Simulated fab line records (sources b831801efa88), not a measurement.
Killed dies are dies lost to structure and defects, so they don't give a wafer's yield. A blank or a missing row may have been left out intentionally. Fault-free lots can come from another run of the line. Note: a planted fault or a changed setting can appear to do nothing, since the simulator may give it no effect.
Matching of chambers / flow gf180mcu / rieDiel-02 running GF_HV_LDD_ETCHBACK_58: 4 sister chambers
The step etches Si3N4 in CH3F/O2, stops on SiO2, time 100 s, target depth 90 nm. 4 wafers are shown with their chamber, then 7 later ones without.

## EACH WAFER AND ITS CHAMBER
wafer=L662.2; chamber=3; oesProductAu (a.u.)=0.854
wafer=L665.1; chamber=0; oesProductAu (a.u.)=0.840
wafer=L667.1; chamber=1; oesProductAu (a.u.)=0.844
wafer=L667.4; chamber=2; oesProductAu (a.u.)=0.843

## WAFERS WITH NO CHAMBER GIVEN
wafer=L667.6; oesProductAu (a.u.)=0.846
wafer=L676.1; oesProductAu (a.u.)=0.848
wafer=L676.3; oesProductAu (a.u.)=0.852
wafer=L676.4; oesProductAu (a.u.)=0.834
wafer=L678.1; oesProductAu (a.u.)=0.846
wafer=L678.2; oesProductAu (a.u.)=0.837
wafer=L678.6; oesProductAu (a.u.)=0.844

## THE CHAMBER EACH PASSED THROUGH
wafer=L667.6; from the rows above=can't be placed: 1 or 2 or 0 or 3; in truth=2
wafer=L676.1; from the rows above=can't be placed: 1 or 2 or 3 or 0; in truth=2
wafer=L676.3; from the rows above=can't be placed: 3 or 1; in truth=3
wafer=L676.4; from the rows above=can't be placed: 0 or 2 or 1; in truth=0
wafer=L678.1; from the rows above=can't be placed: 1 or 2 or 0 or 3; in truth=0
wafer=L678.2; from the rows above=can't be placed: 0 or 2 or 1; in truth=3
wafer=L678.6; from the rows above=can't be placed: 1 or 2 or 0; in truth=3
Correct placement for 0 of the 7. Unplaceable from these rows: 7, with the true chamber sitting among the candidates in 5. 0 placed wrongly.
How it was worked out, from the rows above alone: a wafer's distance from a chamber is the root of the sum, over the readings, of the square of ((its reading less the chamber's mean) divided by the reading's scatter). The wafer belongs to the nearest chamber; if the next one is less than 2 further off, it can't be placed. Each chamber's mean is taken over the wafers shown for it. The scatter: root of mean squared gap, hidden wafer to nearest shown wafer, with one shown wafer a chamber.
